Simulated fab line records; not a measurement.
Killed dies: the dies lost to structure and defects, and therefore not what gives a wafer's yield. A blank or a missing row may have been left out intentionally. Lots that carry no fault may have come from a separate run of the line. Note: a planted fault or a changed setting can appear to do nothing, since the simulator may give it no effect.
Matching of chambers ; flow gf180mcu ; cmp-01 running GF_STI_CMP_25: 4 sister chambers
The step polishes, stops on Si3N4, t overpolish 33 s, target thk 524.6 nm. 8 wafers are shown with their chamber, then 8 later ones without.

== WAFERS WITH THEIR CHAMBER ==
wafer;chamber;motorCurrentA (A);overpolishRunS (s)
L638.2;3;11.0;33.015
L638.6;2;10.2;33.004
L644.1;1;9.6;33.004
L644.6;2;10.2;32.988
L646.1;1;10.1;33.007
L646.2;3;10.2;32.990
L646.3;0;12.7;33.006
L649.2;0;12.5;32.989

== WAFERS MISSING THEIR CHAMBER ==
wafer;motorCurrentA (A);overpolishRunS (s)
L649.3;10.3;33.006
L649.6;13.5;33.002
L654.1;10.2;32.993
L654.2;9.9;33.002
L654.3;10.9;32.993
L655.2;13.0;32.998
L655.4;10.4;33.006
L655.5;9.8;32.987

== THE CHAMBER EACH PASSED THROUGH ==
wafer;from the rows above;in truth
L649.3;can't be placed: 2 or 3 or 1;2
L649.6;0;0
L654.1;can't be placed: 2 or 3 or 1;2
L654.2;can't be placed: 1 or 2 or 3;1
L654.3;can't be placed: 3 or 2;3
L655.2;0;0
L655.4;can't be placed: 3 or 2 or 1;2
L655.5;can't be placed: 2 or 1 or 3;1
2 of 8 placed correctly. Can't be placed from these rows: 6 (the true chamber is among the candidates in 6). Placed wrongly: 0.
How it was worked out, from the rows above alone: a wafer's distance from a chamber is the root of the sum, over the readings, of the square of ((its reading less the chamber's mean) divided by the reading's scatter). If the next closest chamber is less than 2 further off than the closest, the wafer can't be placed; otherwise it belongs to the closest. Each chamber's mean is taken over the wafers shown for it. How the scatter is found: for the shown wafers, subtract from each reading the mean of its chamber, square and add these, divide the total by (wafers less chambers), then take the root.
